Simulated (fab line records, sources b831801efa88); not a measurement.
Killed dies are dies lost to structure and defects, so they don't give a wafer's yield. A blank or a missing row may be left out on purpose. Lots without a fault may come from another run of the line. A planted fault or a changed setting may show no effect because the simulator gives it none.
fab line records | flow sky130
record lots=24 wafers=72 last_day=50
route steps=708 shown METAL1@450 VIA3@575 METAL4@629 VIA4@650 METAL5@666
lots that met no fault: from a run of the same line without faults
start_h: hours from the record's first day to the start of the lot's first wafer shown | wait_h: hours since the lot's step before | " the same as in the row above | L1.1+2: a row that stands for several wafers | - no value, or no start given | * or withheld: withheld | < > ~ a bound
route shown NAME@n: a module of which the file shows steps, and the number in the route of the first | usual: mean/standard deviation of fault-free wafers | same: alike in all rows | chamber/n: place in a boat | sites: the reading at each site | _std_site: their standard deviation | _edge_site: outer sites' mean less inner sites' | radius_mm: how far each site lies from the wafer's centre | mask NAME#n: copy n | behind: the tool/chamber that last shaped the wafer | hold: why the lot was held/for how many hours/how that ended | device: the transistor (n, p or np) that didn't switch | end of line: the same wafers' tests at the end of the route | a step without rows: its recipe alone | killed: dies lost to structure and defects at the first sort, not the wafer's yield | map: a wafer's dies, x killed, . not, _ none there
set.NAME: the setting as run; set.NAME@STEP: as run at that earlier step | model.NAME: the simulator's own value behind a step, which no gauge read
steps of the route over a sample of lots; a table a step, a row a wafer
services: from which hour (start_h, from the record's first day; less than 0 if before it) a tool's chamber was out of use, for how many hours, and why
## steps
# step SKY_METAL1_OVL_MEAS_16
# usual METAL1_OVL=0/4.9
# columns lot.wafer tool chamber start_h wait_h METAL1_OVL[nm]
L074.3 overlay-01 - 780.53 0.1 -3
L074.4 " - " " -7
L074.6 " - " " -9
L076.1 overlay-02 - 786.93 0.1 -5
L076.2 " - " " 4
L076.3 " - " " 4
L075.1 overlay-02 - 788.61 0.1 6
L075.3 " - " " 1
L075.5 " - " " 0
L077.3 overlay-02 - 793.59 0.1 8
L077.4 " - " " 6
L077.5 " - " " 2
L078.2 overlay-02 - 797.94 0.1 -8
L078.4 " - " " -5
L078.6 " - " " -9
L079.3 overlay-02 - 803.14 0.1 -6
L079.5 " - " " -1
L079.6 " - " " -2
L081.2 overlay-02 - 818.44 0.1 -4
L081.3 " - " " -6
L081.6 " - " " 2
L080.3 overlay-01 - 823.43 0.1 -2
L080.4 " - " " -4
L080.6 " - " " -2
L082.2 overlay-01 - 823.58 0.1 -1
L082.5 " - " " 4
L082.6 " - " " 5
L083.1 overlay-02 - 834.83 0.1 2
L083.3 " - " " 1
L083.4 " - " " 5
L084.4 overlay-01 - 844.80 0.1 -8
L084.5 " - " " -5
L084.6 " - " " -6
L085.1 overlay-02 - 853.13 0.1 6
L085.2 " - " " 7
L085.3 " - " " 3
L086.1 overlay-01 - 854.63 0.1 -8
L086.3 " - " " -8
L086.5 " - " " 0
L087.3 overlay-02 - 861.34 0.1 -2
L087.4 " - " " -3
L087.6 " - " " 1
L088.2 overlay-02 - 867.78 0.1 -3
L088.3 " - " " -4
L088.5 " - " " -2
L089.2 overlay-02 - 873.34 0.1 2
L089.3 " - " " -12
L089.4 " - " " 1
L090.1 overlay-01 - 885.16 0.1 7
L090.3 " - " " 11
L090.5 " - " " 7
L091.2 overlay-01 - 886.03 0.1 5
L091.5 " - " " 5
L091.6 " - " " -1
L092.2 overlay-02 - 901.62 0.1 -2
L092.5 " - " " 6
L092.6 " - " " -4
L093.2 overlay-02 - 901.97 0.1 -6
L093.3 " - " " 6
L093.6 " - " " -4
L094.2 overlay-01 - 912.92 0.1 3
L094.3 " - " " -1
L094.4 " - " " -1
L095.2 overlay-02 - 920.12 0.1 1
L095.5 " - " " -3
L095.6 " - " " 2
L096.4 overlay-02 - 923.53 0.1 12
L096.5 " - " " 2
L096.6 " - " " 4
L097.1 overlay-01 - 929.06 0.1 1
L097.3 " - " " -3
L097.6 " - " " 6
# step SKY_VIA3_CMP_02
# recipe material=SiO2 down_force_psi=4 platen_rpm=60 pad_velocity_m_s=0.94248
# usual motor_current_A=12.2/1.5 retaining_ring_pressure_frac=1.001/0.0046
# columns lot.wafer tool chamber start_h wait_h motor_current_A retaining_ring_pressure_frac
L074.3 cmp-01 2 918.22 0.4 11.6 0.998
L074.4 " 3 " " 9.6 0.989
L074.6 " 1 " " 13.2 1.011
L076.1 cmp-01 1 924.08 0.1 12.9 1.008
L076.2 " 2 " " 10.7 1.006
L076.3 " 0 " " 14.4 0.999
L075.3 cmp-01 2 926.59 0.4 10.3 1.000
L075.1 " 3 " " 10.0 0.996
L075.5 " 2 " " 11.0 0.997
L077.4 cmp-02 2 929.68 0.2 12.0 1.001
L077.3 " 3 " " 12.3 1.016
L077.5 " 2 " " 12.3 1.003
L078.4 cmp-01 1 934.40 0.0 13.6 1.008
L078.2 " 2 " " 11.3 0.995
L078.6 " 1 " " 13.1 1.001
L079.3 cmp-01 1 939.76 0.1 12.7 0.998
L079.5 " 3 " " 10.1 0.999
L079.6 " 0 " " 14.3 1.001
L081.2 cmp-01 3 952.75 0.0 9.8 1.001
L081.3 " 2 " " 11.0 0.989
L081.6 " 3 " " 9.7 1.000
L080.3 cmp-02 3 958.26 0.1 12.2 0.999
L080.4 " 1 " " 12.6 1.007
L080.6 " 2 " " 11.7 1.004
L082.2 cmp-01 1 958.83 0.1 13.5 0.999
L082.5 " 0 " " 13.6 0.996
L082.6 " 1 " " 14.1 0.995
L083.4 cmp-01 1 968.85 0.0 13.7 1.010
L083.3 " 2 " " 11.1 0.998
L083.1 " 3 " " 10.4 1.005
L084.4 cmp-02 0 977.60 0.2 12.2 0.998
L084.5 " 1 " " 12.1 1.000
L084.6 " 2 " " 11.2 0.999
L085.2 cmp-02 2 985.94 0.0 12.2 0.997
L085.1 " 3 " " 12.5 1.000
L085.3 " 1 " " 13.1 1.000
L086.3 cmp-02 2 988.09 0.0 11.6 1.004
L086.1 " 3 " " 13.2 1.005
L086.5 " 3 " " 11.9 1.000
L087.3 cmp-01 2 993.05 0.1 11.3 0.999
L087.4 " 3 " " 10.5 1.001
L087.6 " 0 " " 14.3 1.002
L088.3 cmp-01 1 997.98 0.0 13.6 1.000
L088.2 " 3 " " 9.4 1.007
L088.5 " 2 " " 10.7 0.998
L089.2 cmp-01 1 1005.11 0.1 13.4 1.002
L089.3 " 2 " " 11.7 1.004
L089.4 " 3 " " 9.6 0.999
L090.3 cmp-01 0 1015.99 0.1 14.1 1.001
L090.1 " 1 " " 13.3 0.999
L090.5 " 3 " " 9.7 0.999
L091.2 cmp-01 0 1016.75 0.1 14.7 1.007
L091.6 " 2 " " 11.1 1.005
L091.5 " 3 " " 9.7 1.006
L092.2 cmp-02 2 1029.10 0.1 11.1 0.999
L092.6 " 1 " " 12.9 1.005
L092.5 " 2 " " 11.9 0.999
L093.3 cmp-02 1 1030.82 0.0 12.9 1.005
L093.2 " 0 " " 11.3 1.011
L093.6 " 1 " " 12.5 1.002
L094.2 cmp-01 0 1041.03 0.0 14.3 0.998
L094.4 " 2 " " 10.6 0.998
L094.3 " 3 " " 10.0 1.005
L095.2 cmp-02 3 1047.03 0.2 13.0 0.996
L095.6 " 0 " " 11.4 0.997
L095.5 " 1 " " 13.7 1.000
L096.4 cmp-01 3 1049.20 0.0 10.0 1.009
L096.6 " 3 " " 10.2 0.998
L096.5 " 0 " " 14.1 0.998
L097.3 cmp-02 2 1054.98 0.0 11.8 0.998
L097.1 " 1 " " 12.7 0.995
L097.6 " 2 " " 11.3 0.999
# step SKY_METAL4_CD_MEAS_13
# recipe target_cd_nm=300
# usual cd_nm=299.9/1.7
# columns lot.wafer tool chamber start_h wait_h cd_nm
L074.3 cd_sem-01 - 994.45 - 298.2
L074.4 " - " " 300.3
L074.6 " - " " 299.5
L076.1 cd_sem-01 - 999.45 - 300.5
L076.2 " - " " 299.2
L076.3 " - " " 299.8
L075.1 cd_sem-02 - 1001.45 - 302.0
L075.3 " - " " 301.1
L075.5 " - " " 302.8
L077.3 cd_sem-01 - 1004.45 - 302.1
L077.4 " - " " 300.7
L077.5 " - " " 303.4
L078.2 cd_sem-02 - 1010.18 - 298.8
L078.4 " - " " 299.8
L078.6 " - " " 298.1
L079.3 cd_sem-02 - 1014.84 - 300.0
L079.5 " - " " 297.7
L079.6 " - " " 299.8
L081.2 cd_sem-01 - 1026.82 - 299.9
L081.3 " - " " 299.4
L081.6 " - " " 299.4
L080.3 cd_sem-02 - 1031.80 - 302.5
L080.4 " - " " 301.4
L080.6 " - " " 303.0
L082.2 cd_sem-02 - 1033.23 - 299.4
L082.5 " - " " 301.4
L082.6 " - " " 300.1
L083.1 cd_sem-01 - 1042.10 - 297.8
L083.3 " - " " 296.2
L083.4 " - " " 297.9
L084.4 cd_sem-02 - 1049.96 - 299.9
L084.5 " - " " 298.8
L084.6 " - " " 300.1
L085.1 cd_sem-01 - 1057.31 - 301.2
L085.2 " - " " 300.2
L085.3 " - " " 300.0
L086.1 cd_sem-02 - 1058.46 - 298.4
L086.3 " - " " 300.5
L086.5 " - " " 299.2
L087.3 cd_sem-02 - 1063.95 - 297.8
L087.4 " - " " 296.5
L087.6 " - " " 296.5
L088.2 cd_sem-01 - 1068.38 - 298.4
L088.3 " - " " 298.3
L088.5 " - " " 298.2
L089.2 cd_sem-02 - 1074.78 - 300.4
L089.3 " - " " 300.6
L089.4 " - " " 301.0
L090.1 cd_sem-02 - 1084.16 - 300.0
L090.3 " - " " 299.9
L090.5 " - " " 300.9
L091.2 cd_sem-01 - 1085.13 - 303.1
L091.5 " - " " 301.3
L091.6 " - " " 302.7
L092.2 cd_sem-01 - 1096.98 - 300.1
L092.5 " - " " 301.3
L092.6 " - " " 301.1
L093.2 cd_sem-02 - 1098.68 - 299.7
L093.3 " - " " 299.7
L093.6 " - " " 297.2
L094.2 cd_sem-02 - 1107.87 - 300.5
L094.3 " - " " 300.6
L094.4 " - " " 301.0
L095.2 cd_sem-02 - 1112.28 - 301.5
L095.5 " - " " 301.2
L095.6 " - " " 302.1
L096.4 cd_sem-01 - 1114.72 - 296.1
L096.5 " - " " 296.3
L096.6 " - " " 297.5
L097.1 cd_sem-02 - 1120.26 - 300.9
L097.3 " - " " 299.6
L097.6 " - " " 299.6
# step SKY_METAL4_ETCH_16
# recipe chemistry=N2/H2 target=BARC ion_energy_ev=200 bias_w=100 pressure_mtorr=30 n2_flow_sccm=100 h2_flow_sccm=200 icp_w=500 stop_on=SiO2 time_s=88.2 target_depth_a=600
# usual bias_w=100.0/0.31 drypump_motor_current_A=5.7/0.49 oes_product_au=0.625/0.0043 throttle_valve_pct=13.204/0.01
# columns lot.wafer tool chamber start_h wait_h bias_w drypump_motor_current_A oes_product_au rf_hours_counter_h throttle_valve_pct
L074.3 rie_metal-02 1 994.63 0.0 100.4 6.0 0.618 - 13.193
L074.4 " 0 " " 100.2 5.2 0.618 - 13.203
L074.6 " 1 " " 100.2 6.0 0.626 - 13.208
L076.1 rie_metal-02 0 999.63 0.0 100.3 5.2 0.626 18 13.197
L076.2 " 1 " " 99.9 6.0 0.639 17 13.194
L076.3 " 0 " " 100.2 5.2 0.628 - 13.219
L075.1 rie_metal-03 0 1001.63 0.0 100.2 5.7 0.629 7 13.198
L075.3 " 1 " " 100.1 6.5 0.626 - 13.223
L075.5 " 0 " " 100.2 5.7 0.627 - 13.209
L077.3 rie_metal-03 0 1004.63 0.0 100.0 5.6 0.623 - 13.192
L077.4 " 1 " " 100.2 6.5 0.626 - 13.215
L077.5 " 1 " " 100.1 6.6 0.635 - 13.207
L078.2 rie_metal-03 0 1010.35 0.0 99.5 5.7 0.625 7 13.181
L078.4 " 0 " " 99.6 5.7 0.625 - 13.206
L078.6 " 1 " " 99.9 6.6 0.621 - 13.193
L079.3 rie_metal-01 0 1015.08 0.1 100.0 5.1 0.621 - 13.208
L079.5 " 0 " " 100.2 5.0 0.632 - 13.196
L079.6 " 0 " " 100.3 5.0 0.622 - 13.196
L081.2 rie_metal-02 0 1026.98 0.0 100.0 5.2 0.625 20 13.204
L081.3 " 1 " " 99.9 6.0 0.619 - 13.198
L081.6 " 0 " " 99.9 5.2 0.621 - 13.206
L080.3 rie_metal-03 0 1031.98 0.0 100.7 5.6 0.624 - 13.206
L080.4 " 1 " " 100.0 6.6 0.623 - 13.192
L080.6 " 1 " " 99.9 6.5 0.621 - 13.220
L082.2 rie_metal-01 1 1033.46 0.1 100.0 5.7 0.626 - 13.217
L082.5 " 1 " " 100.1 5.6 0.622 - 13.215
L082.6 " 1 " " 100.2 5.6 0.625 - 13.214
L083.1 rie_metal-03 1 1042.28 0.0 100.3 6.6 0.615 22 13.214
L083.3 " 0 " " 100.6 5.6 0.627 - 13.211
L083.4 " 1 " " 100.0 6.6 0.622 - 13.209
L084.4 rie_metal-02 1 1050.12 0.0 100.0 6.0 0.632 - 13.211
L084.5 " 1 " " 99.7 6.0 0.616 - 13.206
L084.6 " 0 " " 100.1 5.2 0.624 - 13.199
L085.1 rie_metal-02 1 1057.50 0.0 100.8 6.0 0.629 22 13.200
L085.2 " 0 " " 99.7 5.2 0.619 23 13.209
L085.3 " 0 " " 99.9 5.2 0.630 - 13.200
L086.1 rie_metal-02 0 1058.65 0.0 99.8 5.2 0.629 23 13.200
L086.3 " 1 " " 100.2 6.0 0.633 - 13.197
L086.5 " 1 " " 100.0 6.0 0.623 - 13.203
L087.3 rie_metal-02 1 1064.13 0.0 100.0 6.0 0.627 - 13.198
L087.4 " 0 " " 100.5 5.2 0.626 - 13.202
L087.6 " 0 " " 100.5 5.2 0.629 - 13.196
L088.2 rie_metal-01 1 1068.55 0.0 99.3 5.7 0.622 21 13.204
L088.3 " 1 " " 99.4 5.6 0.625 - 13.200
L088.5 " 0 " " 100.3 5.0 0.635 - 13.214
L089.2 rie_metal-02 1 1074.95 0.0 100.3 6.0 0.625 23 13.205
L089.3 " 1 " " 100.2 6.0 0.620 - 13.209
L089.4 " 0 " " 100.1 5.2 0.622 - 13.220
L090.1 rie_metal-03 1 1084.35 0.0 99.9 6.5 0.623 2 13.213
L090.3 " 0 " " 100.1 5.7 0.631 - 13.207
L090.5 " 1 " " 99.7 6.6 0.623 - 13.217
L091.2 rie_metal-02 1 1085.30 0.0 100.4 6.0 0.628 24 13.207
L091.5 " 0 " " 100.1 5.2 0.624 - 13.199
L091.6 " 1 " " 100.6 6.0 0.626 - 13.210
L092.2 rie_metal-03 0 1097.15 0.0 100.2 5.6 0.625 15 13.188
L092.5 " 0 " " 99.9 5.7 0.617 - 13.213
L092.6 " 1 " " 100.0 6.5 0.626 - 13.207
L093.2 rie_metal-02 1 1098.85 0.0 98.9 6.0 0.627 25 13.205
L093.3 " 1 " " 99.8 6.0 0.625 - 13.199
L093.6 " 0 " " 99.8 5.2 0.621 - 13.217
L094.2 rie_metal-01 0 1108.03 0.0 100.2 5.1 0.622 20 13.201
L094.3 " 0 " " 99.8 5.0 0.625 - 13.207
L094.4 " 1 " " 100.2 5.7 0.630 - 13.203
L095.2 rie_metal-03 1 1112.45 0.0 100.0 6.6 0.628 4 13.209
L095.5 " 1 " " 100.0 6.6 0.622 - 13.193
L095.6 " 0 " " 99.6 5.7 0.632 - 13.196
L096.4 rie_metal-02 1 1114.88 0.0 100.0 6.0 0.624 - 13.204
L096.5 " 1 " " 100.0 6.0 0.631 - 13.219
L096.6 " 0 " " 99.7 5.2 0.625 - 13.203
L097.1 rie_metal-01 0 1120.45 0.0 100.4 5.0 0.628 21 13.183
L097.3 " 0 " " 100.1 5.0 0.625 - 13.185
L097.6 " 0 " " 100.2 5.0 0.618 - 13.197
# step SKY_VIA4_OVL_MEAS_11
# usual VIA4_OVL=0.0/1.4
# columns lot.wafer tool chamber start_h wait_h VIA4_OVL[nm]
L074.3 overlay-01 - 1019.29 0.1 -1.0
L074.4 " - " " -1.7
L074.6 " - " " -0.1
L076.1 overlay-01 - 1024.05 0.1 -1.9
L076.2 " - " " -1.9
L076.3 " - " " -0.8
L075.1 overlay-01 - 1026.46 0.1 0.6
L075.3 " - " " 1.0
L075.5 " - " " 0.8
L077.3 overlay-02 - 1028.77 0.1 1.5
L077.4 " - " " 0.0
L077.5 " - " " 1.2
L078.2 overlay-02 - 1033.89 0.1 2.0
L078.4 " - " " 1.0
L078.6 " - " " 0.0
L079.3 overlay-02 - 1038.46 0.1 1.5
L079.5 " - " " 0.2
L079.6 " - " " 1.3
L081.2 overlay-01 - 1050.59 0.1 -1.9
L081.3 " - " " -1.8
L081.6 " - " " -0.7
L080.3 overlay-01 - 1054.77 0.1 0.5
L080.4 " - " " 0.6
L080.6 " - " " -1.0
L082.2 overlay-02 - 1056.75 0.1 1.6
L082.5 " - " " 1.6
L082.6 " - " " 1.8
L083.1 overlay-01 - 1065.28 0.1 0.9
L083.3 " - " " 0.6
L083.4 " - " " 1.0
L084.4 overlay-01 - 1073.18 0.1 -4.0
L084.5 " - " " -2.2
L084.6 " - " " -3.2
L085.1 overlay-02 - 1080.71 0.1 -1.1
L085.2 " - " " -0.8
L085.3 " - " " -1.1
L086.1 overlay-02 - 1082.13 0.1 0.3
L086.3 " - " " -0.5
L086.5 " - " " -0.1
L087.3 overlay-01 - 1086.31 0.1 1.3
L087.4 " - " " -1.1
L087.6 " - " " 1.5
L088.2 overlay-02 - 1090.84 0.1 1.6
L088.3 " - " " 1.3
L088.5 " - " " 0.0
L089.2 overlay-01 - 1096.95 0.1 -0.5
L089.3 " - " " 0.8
L089.4 " - " " 0.8
L090.1 overlay-02 - 1105.88 0.1 -1.4
L090.3 " - " " 0.2
L090.5 " - " " 0.7
L091.2 overlay-02 - 1106.19 0.1 -0.7
L091.5 " - " " -0.8
L091.6 " - " " -2.1
L092.2 overlay-01 - 1118.12 0.1 1.4
L092.5 " - " " 1.4
L092.6 " - " " -0.2
L093.2 overlay-02 - 1120.95 0.1 -2.6
L093.3 " - " " -2.7
L093.6 " - " " -0.8
L094.2 overlay-01 - 1129.59 0.1 -0.2
L094.3 " - " " 0.6
L094.4 " - " " -1.0
L095.2 overlay-02 - 1133.04 0.1 -0.8
L095.5 " - " " 0.2
L095.6 " - " " -1.2
L096.4 overlay-02 - 1135.47 0.1 0.1
L096.5 " - " " 1.3
L096.6 " - " " 0.1
L097.1 overlay-02 - 1140.06 0.1 1.9
L097.3 " - " " 0.7
L097.6 " - " " 1.7
# step SKY_METAL5_RS_MEAS_05
# recipe thk_meas_gauge=four-point-probe reads=TiN_of_METAL5_SPUTTER_04+Ti_of_METAL5_SPUTTER_03+AlCu_of_METAL5_SPUTTER_02+TiN_of_METAL5_SPUTTER_01+Ti_of_METAL5_SPUTTER_00
# usual METAL5_ALCU_RS=0.0271/0.00037
# columns lot.wafer tool chamber start_h wait_h METAL5_ALCU_RS[ohm/sq]
L074.3 film_metro-01 - 1021.91 0.1 0.0270
L074.4 " - " " 0.0276
L074.6 " - " " 0.0269
L076.1 film_metro-03 - 1025.78 0.0 0.0271
L076.2 " - " " 0.0278
L076.3 " - " " 0.0278
L075.1 film_metro-03 - 1028.03 0.0 0.0272
L075.3 " - " " 0.0270
L075.5 " - " " 0.0266
L077.3 film_metro-02 - 1030.43 0.1 0.0269
L077.4 " - " " 0.0269
L077.5 " - " " 0.0268
L078.2 film_metro-01 - 1035.49 0.0 0.0271
L078.4 " - " " 0.0269
L078.6 " - " " 0.0268
L079.3 film_metro-02 - 1040.06 0.1 0.0271
L079.5 " - " " 0.0271
L079.6 " - " " 0.0265
L081.2 film_metro-01 - 1052.17 0.0 0.0273
L081.3 " - " " 0.0266
L081.6 " - " " 0.0271
L080.3 film_metro-03 - 1056.37 0.1 0.0268
L080.4 " - " " 0.0269
L080.6 " - " " 0.0273
L082.2 film_metro-02 - 1058.33 0.0 0.0263
L082.5 " - " " 0.0263
L082.6 " - " " 0.0268
L083.1 film_metro-03 - 1066.88 0.0 0.0278
L083.3 " - " " 0.0276
L083.4 " - " " 0.0277
L084.4 film_metro-02 - 1074.79 0.1 0.0270
L084.5 " - " " 0.0273
L084.6 " - " " 0.0272
L085.1 film_metro-02 - 1082.27 0.0 0.0272
L085.2 " - " " 0.0272
L085.3 " - " " 0.0271
L086.1 film_metro-03 - 1083.69 0.0 0.0272
L086.3 " - " " 0.0273
L086.5 " - " " 0.0276
L087.3 film_metro-02 - 1087.90 0.1 0.0268
L087.4 " - " " 0.0275
L087.6 " - " " 0.0266
L088.2 film_metro-02 - 1092.97 0.0 0.0263
L088.3 " - " " 0.0269
L088.5 " - " " 0.0263
L089.2 film_metro-03 - 1098.61 0.0 0.0273
L089.3 " - " " 0.0272
L089.4 " - " " 0.0271
L090.1 film_metro-01 - 1108.28 0.0 0.0270
L090.3 " - " " 0.0269
L090.5 " - " " 0.0268
L091.2 film_metro-02 - 1108.90 0.0 0.0266
L091.5 " - " " 0.0265
L091.6 " - " " 0.0268
L092.2 film_metro-02 - 1120.03 0.0 0.0275
L092.5 " - " " 0.0277
L092.6 " - " " 0.0275
L093.2 film_metro-02 - 1122.87 0.0 0.0277
L093.3 " - " " 0.0277
L093.6 " - " " 0.0275
L094.2 film_metro-02 - 1131.16 0.0 0.0271
L094.3 " - " " 0.0274
L094.4 " - " " 0.0276
L095.2 film_metro-02 - 1134.73 0.0 0.0273
L095.5 " - " " 0.0272
L095.6 " - " " 0.0273
L096.4 film_metro-03 - 1137.16 0.1 0.0272
L096.5 " - " " 0.0272
L096.6 " - " " 0.0266
L097.1 film_metro-02 - 1141.70 0.0 0.0265
L097.3 " - " " 0.0269
L097.6 " - " " 0.0269
## services
# columns tool chamber start_h hours kind
cmp-02 - 911.36 7.0 pm
cmp-02 - 918.36 5.7 pm
cmp-02 - 924.04 4.0 pm
cmp-01 - 928.04 5.0 pm
cmp-02 - 928.04 - consumable_replace:conditioner
cmp-02 - 928.04 - consumable_replace:pad
rie_metal-03 - 986.79 14.6 pm
rie_metal-01 1 1005.90 12.0 repair
rie_metal-01 0 1033.05 18.8 repair
cmp-02 - 1044.70 1.0 repair
rie_metal-03 1 1046.79 - clean
rie_metal-03 1 1046.79 16.6 scheduled_down
rie_metal-03 1 1046.79 16.6 vent_cycle
rie_metal-03 0 1066.89 5.6 repair
cmp-01 - 1104.67 7.2 pm
## key
fault none
